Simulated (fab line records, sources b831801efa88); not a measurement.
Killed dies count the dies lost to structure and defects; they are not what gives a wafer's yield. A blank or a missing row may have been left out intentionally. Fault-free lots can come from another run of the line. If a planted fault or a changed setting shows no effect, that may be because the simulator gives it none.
Which tool is to blame? -- flow gf180mcu -- 39 wafers from 13 lots sampled at 6 of the route's 602 steps

== WHAT THE GAUGES SHOWED, per wafer ==
GF_HV_LDD_OVL_MEAS_08.
lot,measured,on,HV_LDD_OVL (nm)
L618,day 10 16:02,overlay-01,-2.3 -1.0 1.1
L619,day 10 19:28,overlay-01,-2.2 -0.7 -2.2
L620,day 11 05:31,overlay-02,-0.1 -0.5 -0.6
L622,day 11 23:07,overlay-02,1.5 0.8 0.7
L625,day 12 18:07,overlay-01,1.8 0.7 0.0
L626,day 12 23:46,overlay-02,-1.7 1.3 -2.8
L627,day 13 08:52,overlay-02,-1.1 -0.5 -1.0
L632,day 15 02:31,overlay-01,0.8 1.4 1.1
L634,day 15 12:16,overlay-02,-0.6 -0.5 -0.6
L635,day 15 18:31,overlay-01,-0.5 -0.5 0.4
L636,day 16 06:43,overlay-01,-0.1 1.1 -0.1
L637,day 16 12:46,overlay-01,-4.8 -2.4 -0.7
L638,day 16 16:56,overlay-02,-0.7 -0.7 -0.2

GF_HV_LDD_TW_MEAS_38.
lot,measured,on,HV_LDD_3_TW
L618,day 12 07:04,filmMetro-02,1428 1424 1428
L619,day 12 10:18,filmMetro-02,1424 1429 1431
L620,day 12 21:22,filmMetro-03,1412 1411 1400
L622,day 13 15:52,filmMetro-01,1463 1457 1463
L625,day 14 13:04,filmMetro-03,1410 1407 1410
L626,day 14 17:39,filmMetro-03,1452 1443 1445
L627,day 15 02:01,filmMetro-02,1448 1452 1448
L632,day 16 23:31,filmMetro-02,1409 1406 1414
L634,day 17 09:09,filmMetro-03,1418 1415 1419
L635,day 17 17:07,filmMetro-02,1416 1427 1422
L636,day 18 05:57,filmMetro-01,1433 1429 1428
L637,day 18 11:37,filmMetro-01,1436 1419 1433
L638,day 18 18:19,filmMetro-03,1416 1422 1418

GF_HV_LDD_TW_MEAS_50.
lot,measured,on,HV_LDD_4_TW
L618,day 13 03:13,filmMetro-01,561.6 563.7 564.1
L619,day 13 06:45,filmMetro-01,562.8 560.0 562.3
L620,day 13 17:25,filmMetro-02,557.7 557.0 558.6
L622,day 14 13:06,filmMetro-02,562.2 561.8 562.5
L625,day 15 10:25,filmMetro-02,559.3 560.6 562.1
L626,day 15 15:57,filmMetro-02,559.1 558.9 558.4
L627,day 15 23:42,filmMetro-03,561.1 562.1 563.1
L632,day 17 21:43,filmMetro-02,561.3 562.2 559.1
L634,day 18 08:46,filmMetro-01,567.3 565.5 565.8
L635,day 18 17:34,filmMetro-03,559.3 557.4 559.9
L636,day 19 06:19,filmMetro-01,561.6 565.6 563.7
L637,day 19 12:07,filmMetro-01,566.0 568.9 565.2
L638,day 19 19:10,filmMetro-03,558.6 560.2 559.8

GF_HV_LDD_RS_MEAS_53: uses a four-point probe to measure.
lot,measured,on,HV_LDD_RS (ohm/sq)
L618,day 13 03:24,filmMetro-02,417.6 418.3 418.3
L619,day 13 06:56,filmMetro-03,417.9 417.9 418.6
L620,day 13 17:36,filmMetro-02,419.1 418.8 418.6
L622,day 14 13:17,filmMetro-03,411.3 412.1 410.2
L625,day 15 10:36,filmMetro-03,418.3 418.6 417.3
L626,day 15 16:08,filmMetro-01,410.7 411.2 412.5
L627,day 15 23:53,filmMetro-01,411.8 409.6 411.7
L632,day 17 21:54,filmMetro-01,418.1 418.8 419.3
L634,day 18 08:56,filmMetro-03,418.3 418.6 417.5
L635,day 18 17:45,filmMetro-01,418.0 419.1 418.2
L636,day 19 06:29,filmMetro-03,417.0 417.2 417.6
L637,day 19 12:18,filmMetro-02,418.5 418.0 417.9
L638,day 19 19:21,filmMetro-01,419.4 419.5 417.9

== WHAT TOOL EACH LOT RAN ON (gives the tool, then ch and the chambers of the sampled wafers, and finally the start) ==
lot,GF_HV_LDD_IMPLANT_35,GF_HV_LDD_RTA_52
L618,"implanter-01 ch 0, day 12 06:41","rtpAnneal-02 ch 0, day 13 03:19"
L619,"implanter-01 ch 0, day 12 09:54","rtpAnneal-02 ch 0, day 13 06:52"
L620,"implanter-04 ch 0, day 12 20:59","rtpAnneal-01 ch 0, day 13 17:32"
L622,"implanter-01 ch 0, day 13 15:28","rtpAnneal-01 ch 0, day 14 13:13"
L625,"implanter-03 ch 0, day 14 12:41","rtpAnneal-01 ch 0, day 15 10:32"
L626,"implanter-01 ch 0, day 14 17:15","rtpAnneal-02 ch 0, day 15 16:04"
L627,"implanter-01 ch 0, day 15 01:37","rtpAnneal-01 ch 0, day 15 23:49"
L632,"implanter-04 ch 0, day 16 23:08","rtpAnneal-02 ch 0, day 17 21:50"
L634,"implanter-01 ch 0, day 17 08:45","rtpAnneal-01 ch 0, day 18 08:52"
L635,"implanter-03 ch 0, day 17 16:44","rtpAnneal-02 ch 0, day 18 17:40"
L636,"implanter-03 ch 0, day 18 05:33","rtpAnneal-01 ch 0, day 19 06:25"
L637,"implanter-03 ch 0, day 18 11:13","rtpAnneal-02 ch 0, day 19 12:13"
L638,"implanter-03 ch 0, day 18 17:56","rtpAnneal-01 ch 0, day 19 19:17"
- GF_HV_LDD_IMPLANT_35
- GF_HV_LDD_RTA_52: time 10 s.

== WHAT THE TOOLS THEMSELVES READ (means of the sampled wafers that have a number; where no wafer has one, the mark that the record gives instead) ==
GF_HV_LDD_IMPLANT_35.
lot,tool,doseIonsCm2,faradayCurrentUA
L618,implanter-01,7.510e+12,42.7
L619,implanter-01,7.494e+12,42.6
L620,implanter-04,7.502e+12,42.0
L622,implanter-01,1.010e+13,58.1
L625,implanter-03,7.509e+12,42.0
L626,implanter-01,1.011e+13,57.5
L627,implanter-01,1.011e+13,58.7
L632,implanter-04,7.501e+12,42.3
L634,implanter-01,7.496e+12,42.5
L635,implanter-03,7.495e+12,42.0
L636,implanter-03,7.507e+12,42.7
L637,implanter-03,7.504e+12,41.8
L638,implanter-03,7.504e+12,43.2

GF_HV_LDD_RTA_52.
lot,tool,lampPowerPct (%),wafer_temp_C_max
L618,rtpAnneal-02,28.846,1003.2
L619,rtpAnneal-02,28.839,1003.0
L620,rtpAnneal-01,28.818,1002.4
L622,rtpAnneal-01,28.804,1002.9
L625,rtpAnneal-01,28.805,1002.1
L626,rtpAnneal-02,28.832,1002.2
L627,rtpAnneal-01,28.828,1003.6
L632,rtpAnneal-02,28.845,1002.6
L634,rtpAnneal-01,28.792,1003.7
L635,rtpAnneal-02,28.813,1002.4
L636,rtpAnneal-01,28.823,1003.3
L637,rtpAnneal-02,28.840,1003.4
L638,rtpAnneal-01,28.828,1002.8

== THE ANSWER, worked out from the rows above alone ==
Rule: the usual values come from the lots themselves. The widest of any qualifying gaps counts: lots, ordered by their means at a reading, are off when they make up no more than a third of the lots, leave a main group of 4 or more, and stand apart from it by 3 or more times the standard deviation of that group's means. The tables above print the reading to a certain number of digits; a main group whose means all agree to those digits is not used. A lot without any number at a reading at which 4 lots or more have one is off too. Any other lot the step has rows for is counted as sound. The gauges are gone through in route order, then the tools' own readings, and for those a lot's mean is taken as printed above. The first step at which some lot is off is used, and at that step the reading that is off furthest; a lot without a number counts as furthest.
Off: L622, L626, L627, seen at GF_HV_LDD_RS_MEAS_53 (HV_LDD_RS). For the main group the mean is 418.3 ohm/sq and the standard deviation 0.46.
A tool fits if, at a process step before that reading, it ran every lot that is off, and no sound lot after the first of them. Not tried: the gauges at GF_HV_LDD_RS_MEAS_53; whatever is off there is also off at GF_HV_LDD_IMPLANT_35, on other tools, and gauge error can't account for it. Of those tried, none fits.

== WHAT HAD BEEN PUT IN BY THE SIMULATOR ==
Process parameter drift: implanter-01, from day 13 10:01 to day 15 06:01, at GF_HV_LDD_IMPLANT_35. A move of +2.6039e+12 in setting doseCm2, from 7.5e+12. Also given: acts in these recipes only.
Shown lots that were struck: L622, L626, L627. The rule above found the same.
